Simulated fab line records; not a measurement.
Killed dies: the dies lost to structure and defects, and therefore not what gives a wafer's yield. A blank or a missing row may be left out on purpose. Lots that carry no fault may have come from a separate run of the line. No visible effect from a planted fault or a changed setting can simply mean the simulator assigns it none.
fab line records + flow sfq-line
record:
- lots: 7
- wafers: 20
- last-day: 80
route steps=325 shown L0@8 L0V@16
lots with no fault: from the same line, run without faults
start-h: hours from the record's opening day to when the first of the lot's shown wafers began + wait-h: hours from the lot's prior step to this one + " the same as in the row above + L1.1+2: a single row standing in for several wafers + - value missing, or start not given + * or withheld: withheld + < > ~ a bound
route shown NAME@n: NAME is a module with steps in the file, n the number in the route of the first one + usual: mean/standard deviation taken from wafers without a fault + same: alike in all rows + chamber/n: place in a boat + sites: per-site readings + _std_site: their standard deviation + _edge_site: mean of outer sites minus mean of inner sites + radius-mm: how far each site lies from the wafer's centre + mask NAME#n: copy n + behind: the most recent tool/chamber to have shaped the wafer + hold: why the lot went on hold/how many hours it stayed there/how the hold came to an end + device: whichever transistor did not switch (one of n, p or np) + end of line: the route-end tests of the same wafers + a step given without rows: its recipe and nothing more + killed: at the first sort, the dies lost to defects and structure; wafer yield is something else + map: shows each die of a wafer: x if killed, . if not, _ if none is there
set.NAME: the run value of the setting; set.NAME@STEP: its run value at that earlier step + model.NAME: the simulator's own value behind a step, which no gauge read
certain route steps with their lots: each step a table, each wafer a row
services: the hour from which a tool's chamber was out of use, counted from the record's first day as start-h (under 0 if before that day), plus the number of hours and why
== steps ==
step: SFQ_TRILAYER_L0_LITHO_SOFTBAKE_009
recipe:
- temp-c: withheld
- time-s: withheld
- resist: KrF
step: SFQ_TRILAYER_L0_LITHO_EXPOSE_006
recipe:
- mask-id: L0
- na: 0.6
- source-shape: conventional
- sigma-outer: 0.65
- target-cd-nm: 2000
- dose-mj: 14.4
step: SFQ_TRILAYER_L0_LITHO_PEB_008
recipe:
- peb-temp-c: 115
- peb-time-s: 60
- resist: KrF
step: SFQ_TRILAYER_L0_LITHO_DEVELOP_007
recipe:
- time-s: 60
- resist: KrF
step: SFQ_TRILAYER_L0_BARC_OPEN_METAL_ETCH_010
recipe:
- mask-material: PR
- chemistry: O2
- target-depth-nm: 125
- target: BARC
- icp-w: 600
- bias-w: 80
- pressure-mtorr: 10
- time-s: 41.7
usual:
- drypump-motor-current-A: 5.9/0.37
- oes-product-au: 0.685/0.0044
- rf-fwd-power-W: 593.5/2.6
| lot.wafer | tool         | chamber | start-h | wait-h | drypump-motor-current-A | oes-product-au | rf-fwd-power-W | rf-hours-counter-h |
|-----------|--------------|---------|---------|--------|-------------------------|----------------|----------------|--------------------|
| L162.1    | rie-metal-02 | 0       | 36.78   | 0.1    | 6.5                     | 0.688          | 589.7          | 125                |
| L162.2    | "            | 1       | "       | "      | 5.2                     | 0.684          | 597.3          | 187                |
| L162.6    | "            | 0       | "       | "      | 6.5                     | 0.688          | 591.9          | -                  |
| L165.1    | rie-metal-02 | 1       | 101.50  | 0.1    | 5.2                     | 0.685          | 597.7          | 197                |
| L165.4    | "            | 0       | "       | "      | 6.5                     | 0.682          | 587.8          | -                  |
| L165.6    | "            | 1       | "       | "      | 5.2                     | 0.689          | 595.9          | -                  |
| L168.2    | rie-metal-01 | 1       | 118.30  | 0.1    | 5.7                     | 0.692          | 589.7          | 57                 |
| L168.4    | "            | 1       | "       | "      | 5.7                     | 0.694          | 591.9          | -                  |
| L168.5    | "            | 0       | "       | "      | 5.8                     | 0.692          | 596.0          | -                  |
| L169.3    | rie-metal-01 | 0       | 124.32  | 0.1    | 5.8                     | 0.688          | 591.2          | -                  |
| L169.5    | "            | 0       | "       | "      | 5.8                     | 0.683          | 591.3          | -                  |
| L169.6    | "            | 1       | "       | "      | 5.7                     | 0.687          | 592.9          | -                  |
| L170.4    | rie-metal-01 | 1       | 130.32  | 0.1    | 5.8                     | 0.687          | 593.9          | -                  |
| L170.6    | "            | 1       | "       | "      | 5.7                     | 0.688          | 594.2          | -                  |
| L180.1    | rie-metal-02 | 0       | 195.33  | 0.1    | 6.5                     | 0.684          | 591.3          | 154                |
| L180.4    | "            | 1       | "       | "      | 5.2                     | 0.684          | 596.5          | -                  |
| L180.6    | "            | 0       | "       | "      | 6.5                     | 0.691          | 591.8          | -                  |
| L182.4    | rie-metal-03 | 1       | 207.35  | 0.1    | 6.3                     | 0.686          | 591.7          | -                  |
| L182.5    | "            | 0       | "       | "      | 5.5                     | 0.688          | 596.8          | -                  |
| L182.6    | "            | 1       | "       | "      | 6.3                     | 0.679          | 595.2          | -                  |
step: SFQ_TRILAYER_L0_ETCH_METAL_ETCH_008
recipe:
- target: MoNx_KI
- stop-on: SiO2
- mask-material: PR
- chemistry: SF6/O2
- target-depth-nm: 50
- icp-w: 600
- bias-w: 80
- pressure-mtorr: 10
- time-s: 25
usual:
- drypump-motor-current-A: 5.9/0.37
- oes-product-au: 0.875/0.0059
- rf-fwd-power-W: 591.7/2.8
| lot.wafer | tool         | chamber | start-h | wait-h | drypump-motor-current-A | oes-product-au | rf-fwd-power-W | rf-hours-counter-h |
|-----------|--------------|---------|---------|--------|-------------------------|----------------|----------------|--------------------|
| L162.1    | rie-metal-02 | 0       | 36.84   | 0.0    | 6.5                     | 0.879          | 585.2          | 125                |
| L162.2    | "            | 1       | "       | "      | 5.2                     | 0.877          | 592.2          | 187                |
| L162.6    | "            | 0       | "       | "      | 6.5                     | 0.871          | 588.3          | -                  |
| L165.1    | rie-metal-02 | 1       | 101.56  | 0.0    | 5.2                     | 0.868          | 593.1          | 197                |
| L165.4    | "            | 0       | "       | "      | 6.5                     | 0.873          | 587.6          | -                  |
| L165.6    | "            | 1       | "       | "      | 5.2                     | 0.869          | 594.5          | -                  |
| L168.2    | rie-metal-01 | 1       | 118.36  | 0.0    | 5.8                     | 0.879          | 592.2          | 57                 |
| L168.4    | "            | 1       | "       | "      | 5.8                     | 0.877          | 590.3          | -                  |
| L168.5    | "            | 0       | "       | "      | 5.8                     | 0.871          | 591.6          | -                  |
| L169.3    | rie-metal-01 | 0       | 124.37  | 0.0    | 5.8                     | 0.882          | 593.2          | -                  |
| L169.5    | "            | 0       | "       | "      | 5.8                     | 0.868          | 591.3          | -                  |
| L169.6    | "            | 1       | "       | "      | 5.8                     | 0.878          | 592.8          | -                  |
| L170.4    | rie-metal-01 | 1       | 130.37  | 0.0    | 5.7                     | 0.868          | 590.9          | -                  |
| L170.6    | "            | 1       | "       | "      | 5.7                     | 0.880          | 589.7          | -                  |
| L180.1    | rie-metal-02 | 0       | 195.39  | 0.0    | 6.5                     | 0.876          | 588.8          | 154                |
| L180.4    | "            | 1       | "       | "      | 5.2                     | 0.888          | 594.9          | -                  |
| L180.6    | "            | 0       | "       | "      | 6.5                     | 0.886          | 589.9          | -                  |
| L182.4    | rie-metal-03 | 1       | 207.40  | 0.0    | 6.3                     | 0.873          | 592.6          | -                  |
| L182.5    | "            | 0       | "       | "      | 5.6                     | 0.875          | 596.9          | -                  |
| L182.6    | "            | 1       | "       | "      | 6.3                     | 0.877          | 592.2          | -                  |
step: SFQ_TRILAYER_L0_STRIP_STRIP_009
recipe:
- gas: O2
- power-w: 200
- platen-temp-c: 40
- overash-fraction: 0.65
- chemistry: O2
- pressure-mtorr: 50
usual:
- drypump-motor-current-A: 5.9/0.37
- oes-product-au: 0.997/0.0098
| lot.wafer | tool         | chamber | start-h | wait-h | drypump-motor-current-A | oes-product-au | rf-hours-counter-h |
|-----------|--------------|---------|---------|--------|-------------------------|----------------|--------------------|
| L162.1    | rie-metal-02 | 0       | 36.89   | 0.0    | 6.5                     | 1.014          | 125                |
| L162.2    | "            | 1       | "       | "      | 5.2                     | 1.010          | 187                |
| L162.6    | "            | 0       | "       | "      | 6.5                     | 1.016          | -                  |
| L165.1    | rie-metal-02 | 1       | 101.60  | 0.0    | 5.2                     | 0.999          | 197                |
| L165.4    | "            | 0       | "       | "      | 6.5                     | 0.999          | -                  |
| L165.6    | "            | 1       | "       | "      | 5.2                     | 1.005          | -                  |
| L168.2    | rie-metal-01 | 1       | 118.40  | 0.0    | 5.7                     | 0.982          | 57                 |
| L168.4    | "            | 1       | "       | "      | 5.7                     | 0.987          | -                  |
| L168.5    | "            | 0       | "       | "      | 5.8                     | 0.995          | -                  |
| L169.3    | rie-metal-01 | 0       | 124.60  | 0.2    | 5.8                     | 0.987          | -                  |
| L169.5    | "            | 0       | "       | "      | 5.8                     | 0.998          | -                  |
| L169.6    | "            | 1       | "       | "      | 5.7                     | 0.990          | -                  |
| L170.4    | rie-metal-01 | 1       | 130.60  | 0.2    | 5.8                     | 0.993          | -                  |
| L170.6    | "            | 1       | "       | "      | 5.7                     | 0.993          | -                  |
| L180.1    | rie-metal-02 | 0       | 195.43  | 0.0    | 6.5                     | 1.004          | 154                |
| L180.4    | "            | 1       | "       | "      | 5.2                     | 1.006          | -                  |
| L180.6    | "            | 0       | "       | "      | 6.5                     | 1.004          | -                  |
| L182.4    | rie-metal-03 | 1       | 207.63  | 0.2    | 6.3                     | 1.016          | -                  |
| L182.5    | "            | 0       | "       | "      | 5.6                     | 1.014          | -                  |
| L182.6    | "            | 1       | "       | "      | 6.3                     | 1.022          | -                  |
step: SFQ_TRILAYER_L0_STRIP_SOLV_CLEAN_010
recipe:
- chemistry: NMP
- temp-c: 70
- time-s: 600
step: SFQ_TRILAYER_L0_CAP_PECVD_011
recipe:
- material: SiO2
- temp-c: 150
- time-s: 13.333
- pressure-torr: 2.4
- rf-w: 183.3
- precursor: SiH4/N2O
- target-thk-nm: 60
usual:
- heater-power-w: 84/7.1
- rf-fwd-power-W: 180.4/0.82
- throttle-valve-pct: 25.4/2.9
| lot.wafer | tool     | chamber | start-h | wait-h | heater-power-w | rf-fwd-power-W | throttle-valve-pct |
|-----------|----------|---------|---------|--------|----------------|----------------|--------------------|
| L162.1    | pecvd-04 | 0       | 37.68   | 0.0    | 90             | 181.1          | 22.7               |
| L162.2    | "        | 1       | "       | "      | 73             | 180.5          | 23.6               |
| L162.6    | "        | 1       | "       | "      | 71             | 180.5          | 23.7               |
| L165.1    | pecvd-03 | 1       | 102.38  | 0.0    | 85             | 180.6          | 24.0               |
| L165.4    | "        | 2       | "       | "      | 89             | 181.3          | 27.6               |
| L165.6    | "        | 1       | "       | "      | 89             | 181.3          | 24.2               |
| L168.2    | pecvd-04 | 0       | 119.18  | 0.0    | 86             | 181.2          | 22.7               |
| L168.4    | "        | 1       | "       | "      | 70             | 180.7          | 24.0               |
| L168.5    | "        | 0       | "       | "      | 87             | 180.7          | 22.7               |
| L169.3    | pecvd-01 | 0       | 125.18  | 0.0    | 75             | 181.6          | 31.0               |
| L169.5    | "        | 0       | "       | "      | 77             | 179.7          | 30.7               |
| L169.6    | "        | 1       | "       | "      | 78             | 178.9          | 23.9               |
| L170.4    | pecvd-01 | 0       | 131.19  | 0.0    | 79             | 180.1          | 30.9               |
| L170.6    | "        | 2       | "       | "      | 77             | 179.2          | 25.7               |
| L180.1    | pecvd-04 | 2       | 196.21  | 0.0    | 76             | 180.0          | 22.8               |
| L180.4    | "        | 0       | "       | "      | 90             | 181.7          | 22.7               |
| L180.6    | "        | 1       | "       | "      | 64             | 180.9          | 23.9               |
| L182.4    | pecvd-03 | 1       | 208.22  | 0.0    | 86             | 181.9          | 24.0               |
| L182.5    | "        | 2       | "       | "      | 91             | 179.9          | 27.3               |
| L182.6    | "        | 0       | "       | "      | 82             | 179.8          | 30.3               |
step: SFQ_TRILAYER_L0_VIA_LITHO_COAT_018
recipe:
- resist: BARC
- spin-rpm: 3000
- resist-thk-nm: 62
step: SFQ_TRILAYER_L0_VIA_LITHO_COAT_013
recipe:
- resist: KrF
- spin-rpm: 3000
- resist-thk-nm: 650
step: SFQ_TRILAYER_L0_VIA_LITHO_SOFTBAKE_017
recipe:
- temp-c: withheld
- time-s: withheld
- resist: KrF
step: SFQ_TRILAYER_L0_VIA_LITHO_EXPOSE_014
recipe:
- mask-id: L0V
- na: 0.6
- source-shape: conventional
- sigma-outer: 0.65
- target-cd-nm: 700
- dose-mj: 21.3
| lot.wafer  | tool           | chamber | start-h | wait-h | mask  |
|------------|----------------|---------|---------|--------|-------|
| L162.1+2+6 | krf-scanner-02 | 0       | 93.66   | -      | L0V#0 |
| L165.1+4+6 | krf-scanner-01 | 0       | 189.03  | -      | L0V#0 |
| L168.2+4+5 | krf-scanner-01 | 0       | 208.43  | -      | L0V#0 |
| L169.3+5+6 | krf-scanner-01 | 0       | 219.43  | -      | L0V#0 |
| L170.4+6   | krf-scanner-01 | 0       | 225.63  | -      | L0V#0 |
| L180.1+4+6 | krf-scanner-02 | 0       | 298.64  | -      | L0V#0 |
| L182.4+5+6 | krf-scanner-02 | 0       | 313.64  | -      | L0V#0 |
step: SFQ_TRILAYER_L0_VIA_LITHO_PEB_016
recipe:
- peb-temp-c: 115
- peb-time-s: 60
- resist: KrF
step: SFQ_TRILAYER_L0_VIA_LITHO_DEVELOP_015
recipe:
- time-s: 60
- resist: KrF
step: SFQ_L0V_OVL_MEAS_903
usual:
- L0V_OVL: 3/5.1
| lot.wafer | tool       | chamber | start-h | wait-h | L0V_OVL[nm] |
|-----------|------------|---------|---------|--------|-------------|
| L162.1    | overlay-02 | -       | 95.16   | 0.1    | 4           |
| L162.2    | "          | -       | "       | "      | 4           |
| L162.6    | "          | -       | "       | "      | -1          |
| L165.1    | overlay-01 | -       | 190.53  | 0.1    | 10          |
| L165.4    | "          | -       | "       | "      | 4           |
| L165.6    | "          | -       | "       | "      | 11          |
| L168.2    | overlay-02 | -       | 209.73  | 0.1    | 0           |
| L168.4    | "          | -       | "       | "      | -3          |
| L168.5    | "          | -       | "       | "      | 1           |
| L169.3    | overlay-02 | -       | 220.54  | 0.1    | 1           |
| L169.5    | "          | -       | "       | "      | 4           |
| L169.6    | "          | -       | "       | "      | -1          |
| L170.4    | overlay-01 | -       | 226.54  | 0.1    | 10          |
| L170.6    | "          | -       | "       | "      | 4           |
| L180.1    | overlay-02 | -       | 300.14  | 0.1    | 5           |
| L180.4    | "          | -       | "       | "      | 11          |
| L180.6    | "          | -       | "       | "      | 2           |
| L182.4    | overlay-01 | -       | 314.55  | 0.1    | -2          |
| L182.5    | "          | -       | "       | "      | 3           |
| L182.6    | "          | -       | "       | "      | 4           |
step: SFQ_TRILAYER_L0_VIA_BARC_OPEN_VIA_ETCH_021
recipe:
- mask-material: PR
- chemistry: O2
- target-depth-nm: 125
- target: BARC
- source-w: 500
- bias-w: 80
- pressure-mtorr: 30
- time-s: 41.7
usual:
- drypump-motor-current-A: 5.6/0.59
- oes-product-au: 0.686/0.005
- rf-fwd-power-W: 494.7/1.8
| lot.wafer | tool        | chamber | start-h | wait-h | drypump-motor-current-A | oes-product-au | rf-fwd-power-W | rf-hours-counter-h | model.L0V.cd-nm |
|-----------|-------------|---------|---------|--------|-------------------------|----------------|----------------|--------------------|-----------------|
| L162.1    | rie-diel-01 | 2       | 95.19   | 0.0    | 5.1                     | 0.689          | 494.9          | 158                | 698.5           |
| L162.2    | "           | 1       | "       | "      | 4.8                     | 0.684          | 496.4          | 98                 | 699.6           |
| L162.6    | "           | 3       | "       | "      | 4.9                     | 0.677          | 493.7          | -                  | 699.6           |
| L165.1    | rie-diel-02 | 1       | 190.56  | 0.0    | 5.4                     | 0.684          | 490.0          | 101                | 701.6           |
| L165.4    | "           | 2       | "       | "      | 5.4                     | 0.678          | 495.2          | 103                | 700.8           |
| L165.6    | "           | 3       | "       | "      | 6.2                     | 0.694          | 493.5          | -                  | 702             |
| L168.2    | rie-diel-04 | 2       | 209.76  | 0.0    | 6.1                     | 0.684          | 492.0          | 67                 | 699.7           |
| L168.4    | "           | 3       | "       | "      | 5.6                     | 0.696          | 495.0          | 2                  | 737.7           |
| L168.5    | "           | 3       | "       | "      | 5.6                     | 0.686          | 496.4          | -                  | 700             |
| L169.3    | rie-diel-01 | 1       | 220.56  | 0.0    | 4.8                     | 0.685          | 493.9          | 99                 | 738.4           |
| L169.5    | "           | 3       | "       | "      | 4.9                     | 0.688          | 493.8          | -                  | 697.1           |
| L169.6    | "           | 0       | "       | "      | 6.6                     | 0.693          | 496.5          | -                  | 699.3           |
| L170.4    | rie-diel-02 | 2       | 226.58  | 0.0    | 5.4                     | 0.692          | 490.4          | -                  | 737.2           |
| L170.6    | "           | 0       | "       | "      | 6.4                     | 0.679          | 495.3          | -                  | 700.8           |
| L180.1    | rie-diel-01 | 1       | 300.17  | 0.0    | 4.8                     | 0.679          | 492.6          | 100                | 699.7           |
| L180.4    | "           | 2       | "       | "      | 5.1                     | 0.686          | 495.3          | 2                  | 698.6           |
| L180.6    | "           | 3       | "       | "      | 4.9                     | 0.690          | 492.9          | -                  | 699.3           |
| L182.4    | rie-diel-04 | 2       | 314.57  | 0.0    | 6.1                     | 0.688          | 494.1          | 68                 | 698.2           |
| L182.5    | "           | 2       | "       | "      | 6.1                     | 0.683          | 493.4          | -                  | 697.6           |
| L182.6    | "           | 3       | "       | "      | 5.5                     | 0.682          | 496.6          | -                  | 697.3           |
step: SFQ_TRILAYER_L0_VIA_ETCH_VIA_ETCH_016
recipe:
- target: SiO2
- stop-on: MoNx_KI
- mask-material: PR
- chemistry: CHF3
- target-depth-nm: 80
- source-w: 500
- bias-w: 80
- pressure-mtorr: 30
- time-s: withheld
usual:
- drypump-motor-current-A: 5.6/0.59
- oes-product-au: 0.841/0.0075
- rf-fwd-power-W: 495.3/1.8
| lot.wafer | tool        | chamber | start-h | wait-h | drypump-motor-current-A | oes-product-au | rf-fwd-power-W | model.L0V.cd-nm |
|-----------|-------------|---------|---------|--------|-------------------------|----------------|----------------|-----------------|
| L162.1    | rie-diel-01 | 2       | 95.23   | 0.0    | 5.1                     | 0.829          | 494.5          | 697.6           |
| L162.2    | "           | 1       | "       | "      | 4.8                     | 0.836          | 495.2          | 699.3           |
| L162.6    | "           | 3       | "       | "      | 4.9                     | 0.835          | 496.5          | 699.8           |
| L165.1    | rie-diel-02 | 1       | 190.60  | 0.0    | 5.4                     | 0.834          | 491.9          | 700.7           |
| L165.4    | "           | 2       | "       | "      | 5.4                     | 0.847          | 497.5          | 701             |
| L165.6    | "           | 3       | "       | "      | 6.3                     | 0.848          | 493.9          | 702             |
| L168.2    | rie-diel-04 | 2       | 209.80  | 0.0    | 6.1                     | 0.837          | 494.6          | 699.3           |
| L168.4    | "           | 3       | "       | "      | 5.5                     | 0.848          | 496.4          | 737.6           |
| L168.5    | "           | 3       | "       | "      | 5.6                     | 0.843          | 495.6          | 699.8           |
| L169.3    | rie-diel-01 | 1       | 220.60  | 0.0    | 4.8                     | 0.840          | 496.7          | 739             |
| L169.5    | "           | 3       | "       | "      | 4.9                     | 0.846          | 496.7          | 697.5           |
| L169.6    | "           | 0       | "       | "      | 6.6                     | 0.841          | 498.1          | 699.8           |
| L170.4    | rie-diel-02 | 2       | 226.63  | 0.0    | 5.4                     | 0.853          | 495.8          | 737.4           |
| L170.6    | "           | 0       | "       | "      | 6.4                     | 0.840          | 493.9          | 701.7           |
| L180.1    | rie-diel-01 | 1       | 300.21  | 0.0    | 4.8                     | 0.837          | 499.1          | 699.7           |
| L180.4    | "           | 2       | "       | "      | 5.2                     | 0.849          | 496.1          | 698.6           |
| L180.6    | "           | 3       | "       | "      | 4.9                     | 0.847          | 494.9          | 700.2           |
| L182.4    | rie-diel-04 | 2       | 314.61  | 0.0    | 6.1                     | 0.850          | 493.2          | 698.1           |
| L182.5    | "           | 2       | "       | "      | 6.1                     | 0.852          | 492.8          | 697.7           |
| L182.6    | "           | 3       | "       | "      | 5.6                     | 0.851          | 494.7          | 697.4           |
step: SFQ_TRILAYER_L0_VIA_STRIP_STRIP_017
recipe:
- gas: O2
- power-w: 200
- platen-temp-c: 40
- overash-fraction: 0.65
- chemistry: O2
- pressure-mtorr: 50
usual:
- drypump-motor-current-A: 5.9/0.41
- oes-product-au: 1.003/0.009
| lot.wafer | tool         | chamber | start-h | wait-h | drypump-motor-current-A | oes-product-au | rf-hours-counter-h |
|-----------|--------------|---------|---------|--------|-------------------------|----------------|--------------------|
| L162.1    | rie-metal-04 | 1       | 95.28   | -      | 5.7                     | 0.999          | 15                 |
| L162.2    | "            | 0       | "       | "      | 6.3                     | 1.011          | 77                 |
| L162.6    | "            | 1       | "       | "      | 5.7                     | 0.996          | -                  |
| L165.1    | rie-metal-01 | 1       | 190.65  | -      | 5.7                     | 1.003          | 70                 |
| L165.4    | "            | 0       | "       | "      | 5.8                     | 0.987          | -                  |
| L165.6    | "            | 0       | "       | "      | 5.8                     | 0.992          | -                  |
| L168.2    | rie-metal-01 | 1       | 209.85  | -      | 5.8                     | 0.997          | 73                 |
| L168.4    | "            | 0       | "       | "      | 5.7                     | 1.000          | -                  |
| L168.5    | "            | 0       | "       | "      | 5.8                     | 1.001          | -                  |
| L169.3    | rie-metal-02 | 0       | 220.85  | -      | 6.5                     | 0.994          | -                  |
| L169.5    | "            | 0       | "       | "      | 6.5                     | 1.008          | -                  |
| L169.6    | "            | 1       | "       | "      | 5.2                     | 0.995          | -                  |
| L170.4    | rie-metal-04 | 0       | 226.85  | -      | 6.3                     | 1.007          | -                  |
| L170.6    | "            | 0       | "       | "      | 6.3                     | 1.011          | -                  |
| L180.1    | rie-metal-01 | 1       | 300.26  | -      | 5.7                     | 1.007          | 90                 |
| L180.4    | "            | 0       | "       | "      | 5.8                     | 0.996          | -                  |
| L180.6    | "            | 1       | "       | "      | 5.7                     | 1.018          | -                  |
| L182.4    | rie-metal-02 | 0       | 314.86  | -      | 6.5                     | 1.007          | -                  |
| L182.5    | "            | 1       | "       | "      | 5.2                     | 0.991          | -                  |
| L182.6    | "            | 0       | "       | "      | 6.5                     | 1.001          | -                  |
== services ==
| tool           | chamber | start-h | hours | kind   |
|----------------|---------|---------|-------|--------|
| rie-diel-04    | 3       | 14.32   | 17.8  | repair |
| krf-scanner-01 | -       | 22.17   | 0.5   | repair |
| rie-diel-01    | 0       | 25.48   | 5.4   | repair |
| krf-scanner-01 | -       | 58.70   | 1.0   | pm     |
| rie-diel-04    | 2       | 60.46   | 3.6   | repair |
| krf-scanner-01 | -       | 64.50   | 0.8   | pm     |
| krf-scanner-01 | -       | 65.25   | 3.0   | pm     |
| krf-scanner-01 | -       | 92.37   | 4.0   | pm     |
| rie-diel-02    | 2       | 119.52  | 3.2   | repair |
| rie-diel-02    | 3       | 120.31  | 27.6  | repair |
| rie-diel-01    | 2       | 123.19  | 7.2   | repair |
| rie-diel-04    | 3       | 123.48  | 5.8   | repair |
| rie-diel-02    | 1       | 137.84  | 7.4   | repair |
| krf-scanner-01 | -       | 140.80  | 4.4   | pm     |
| krf-scanner-01 | -       | 167.97  | 1.3   | pm     |
| krf-scanner-01 | -       | 170.65  | 1.6   | repair |
| krf-scanner-01 | -       | 227.43  | 1.0   | pm     |
| krf-scanner-01 | -       | 232.61  | 0.8   | pm     |
| rie-diel-04    | 0       | 238.69  | 5.1   | repair |
| krf-scanner-01 | -       | 243.80  | 1.1   | repair |
| rie-diel-02    | 1       | 245.30  | 5.9   | repair |
| rie-diel-01    | 0       | 264.88  | 2.8   | repair |
| rie-diel-04    | 3       | 293.92  | 6.5   | repair |
| rie-diel-01    | -       | 298.85  | 1.2   | repair |
== key ==
first-sign none at tools or gauges
model-effect:
- step: SFQ_TRILAYER_L0_VIA_BARC_OPEN_VIA_ETCH_021
- value: L0V.cd-nm
- without: 700.3
- struck: 737.8
model-effect:
- step: SFQ_TRILAYER_L0_VIA_ETCH_VIA_ETCH_016
- value: L0V.cd-nm
- without: 700.6
- struck: 738
met-at SFQ_TRILAYER_L0_VIA_LITHO_EXPOSE_014
struck-wafers L168.4,L169.3,L170.4
onset-between 189.03 208.43
fault:
- kind: process-parameter-drift
- tool: krf-scanner-01
- chamber: -
- onset-h: 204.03
- steps: SFQ_TRILAYER_L0_VIA_LITHO_EXPOSE_014
- channel: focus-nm
- offset: 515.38
- shape: step
- end-h: 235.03
- scope: struck-wafers-only
